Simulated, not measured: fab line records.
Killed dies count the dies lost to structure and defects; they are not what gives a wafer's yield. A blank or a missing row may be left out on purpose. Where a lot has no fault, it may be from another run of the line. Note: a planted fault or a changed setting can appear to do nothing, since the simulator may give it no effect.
Struck lot and sound lot, side by side -- flow sky130 -- 32 out of 708 route steps
Sound: the wafers L397.1, L397.2, L397.6. Struck: wafers L405.2, L405.3, L405.4. Last of all comes the cause.
At each step with rows: each side's tool, then ch and its chambers, then its first start. Under that, the readings that differ: sound wafers -- struck wafers -- difference of the means -- sigmas: that difference in standard deviations of wafers without a fault.
alike: readings whose means differ by less than 2 such deviations, and words and numbers that are the same on both sides. not compared: withheld readings, readings that some wafer has no value for, bounds like >300 that may hide the same value, and numbers for which the record gives no deviation and whose values overlap.
Wherever a step has rows on one side only, a row that says differs or no value, or a row with sigmas, the two part there. Numbers that have no deviation but don't overlap get no sigmas and don't part them. A reading missing from all wafers of one side parts the sides only when that side holds two or more wafers.

SKY_PWDE_OVL_MEAS_07:
  sound: overlay-02 at day 4 06:37; struck: overlay-02 at day 6 05:46
  alike: PWDE_OVL
following that, these wafers have no rows for 1 step: SKY_PWDE_IMPLANT_08.
SKY_PWDE_STRIP_09: strips in O2/N2.
  sound on plasma_asher-04 ch 0,1, day 4 06:49; struck on plasma_asher-04 ch 0,1, day 6 05:57
  alike: drypump_motor_current_A, o2_flow_sccm, oes_product_au, strip_time_to_endpoint_s
  not compared: rf_hours_counter_h
SKY_PWDE_TW_MEAS_10:
  sound: film_metro-02 at day 4 06:55; struck: film_metro-02 at day 6 06:04
  alike: PWDE_TW
then, 7 steps without rows for these wafers: SKY_NWELL_DEHYDRATE_03 (time 60 s); SKY_NWELL_HMDS_04 (prime time 60 s); SKY_NWELL_COAT_05 (resist thk 3000 nm); SKY_NWELL_SOFTBAKE_06; SKY_NWELL_EXPOSE_07 (exposes mask NWM, target cd 840 nm); SKY_NWELL_PEB_08; SKY_NWELL_DEVELOP_09 (develop time 60 s).
SKY_NWELL_OVL_MEAS_10:
  sound: overlay-02 at day 4 23:49; struck: overlay-02 at day 7 01:50
  alike: NWELL_00_OVL
SKY_NWELL_IMPLANT_11:
  sound on implanter-02 ch 0, day 4 23:52; struck on implanter-03 ch 0, day 7 01:53
reading,sound,struck,difference,sigmas
beam_energy_keV,399.98 399.87 399.89,487.66 487.85 487.63,+87.80,+99 or more
model.implant.rp_nm (nm),489 489 489,592.1 592.1 592.1,+103.1,
model.implant.drp_nm (nm),116.9 116.9 116.9,128.8 128.8 128.8,+11.9,
then, 2 steps without rows for these wafers: SKY_NWELL_IMPLANT_12; SKY_NWELL_IMPLANT_13.
SKY_NWELL_STRIP_14: strips in O2/N2.
  sound on plasma_asher-02 ch 0,1, day 5 00:19; struck on plasma_asher-02 ch 0,1, day 7 02:19
  alike: drypump_motor_current_A, o2_flow_sccm, oes_product_au, strip_time_to_endpoint_s
  not compared: rf_hours_counter_h
SKY_NWELL_TW_MEAS_15:
  sound: film_metro-03 at day 5 00:25; struck: film_metro-02 at day 7 02:25
reading,sound,struck,difference,sigmas
NWELL_TW,1830 1841 1828,1867 1868 1868,+35,+5
then, 7 steps without rows for these wafers: SKY_NWELL_DEHYDRATE_16 (time 60 s); SKY_NWELL_HMDS_17 (prime time 60 s); SKY_NWELL_COAT_18 (resist thk 3000 nm); SKY_NWELL_SOFTBAKE_19; SKY_NWELL_EXPOSE_20 (exposes mask NWM COMPLEMENT, target cd 840 nm); SKY_NWELL_PEB_21; SKY_NWELL_DEVELOP_22 (develop time 60 s).
SKY_NWELL_OVL_MEAS_23:
  sound: overlay-02 at day 5 18:16; struck: overlay-01 at day 7 22:46
  alike: NWELL_01_OVL
following that, these wafers have no rows for 1 step: SKY_NWELL_IMPLANT_24.
SKY_NWELL_STRIP_25: strips in O2/N2.
  sound on plasma_asher-02 ch 0,1, day 5 18:27; struck on plasma_asher-04 ch 0,1, day 7 22:56
  alike: drypump_motor_current_A, o2_flow_sccm, oes_product_au, strip_time_to_endpoint_s
  not compared: rf_hours_counter_h
SKY_NWELL_TW_MEAS_26:
  sound: film_metro-02 at day 5 18:33; struck: film_metro-04 at day 7 23:03
  alike: NWELL_2_TW
then, 1 step without rows for these wafers: SKY_NWELL_CLEAN_27 (cleans in SC1/SC2, time 150 s).
SKY_NWELL_RTA_28: time 30 s.
  sound on rtp_anneal-02 ch 0, day 5 18:40; struck on rtp_anneal-01 ch 0, day 7 23:10
  alike: chamber_o2_ppm, lamp_power_pct, wafer_temp_C_max
SKY_NWELL_RS_MEAS_29: uses a four-point probe to measure.
  sound: film_metro-04 at day 5 18:46; struck: film_metro-02 at day 7 23:17
reading,sound,struck,difference,sigmas
NWELL_RS (ohm/sq),623.8 623.2 623.8,599.2 597.3 597.7,-25.5,-13
-- the record jumps here: 41 days lie between the struck wafers' starts before and after (it left off in module NWELL and takes up again in module PAD_OPEN, whose first step shown is number 708 of the route) --
SKY_PAD_OPEN_PROBE_99:
  sound: prober-02 at day 46 07:21; struck: prober-02 at day 48 13:05
reading,sound,struck,difference,sigmas
model.etest.nfet_16v.r_on_ohm_um,1.412e+04 1.418e+04 1.411e+04,1.659e+04 1.677e+04 1.66e+04,+2.517e+03,
model.etest.pfet_16v.r_on_ohm_um,1.551e+04 1.548e+04 1.531e+04,1.454e+04 1.416e+04 1.435e+04,-1.083e+03,
model.etest.res_nwell.line_ohm_um,1174 1148 1177,869.8 876.8 880.6,-290.6,
model.etest.res_nwell.rs_ohm_sq,993.1 983.2 984.4,745 738.6 748.4,-243,
model.etest.pfet_g5v0d10v5.r_on_ohm_um,4792 4863 4791,4670 4503 4530,-248,
model.etest.tip_p_5v.rs_ohm_sq,2878 2889 2879,2704 2719 2711,-171,
model.etest.pfet_16v.drive_ua_um,242.8 242.2 242.5,261.5 265.8 263.5,+21.1,
model.etest.pfet_g5v0d10v5.drive_ua_um,334 330.6 338.6,358.8 369.6 362.8,+29.3,
  alike: killed_at_M0_to_M3, killed_at_M4_up, killed_at_contacts, killed_at_front_end, killed_at_other, killed_dies, killed_open, killed_short

== WHERE THEY PART ==
First at SKY_NWELL_IMPLANT_11; last, within this record, at SKY_NWELL_RS_MEAS_29. Later steps at which nothing parts them and some readings are alike: SKY_PAD_OPEN_PROBE_99.

WHY: what had been put in by the simulator
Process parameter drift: implanter-03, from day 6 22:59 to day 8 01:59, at SKY_NWELL_IMPLANT_11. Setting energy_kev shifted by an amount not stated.
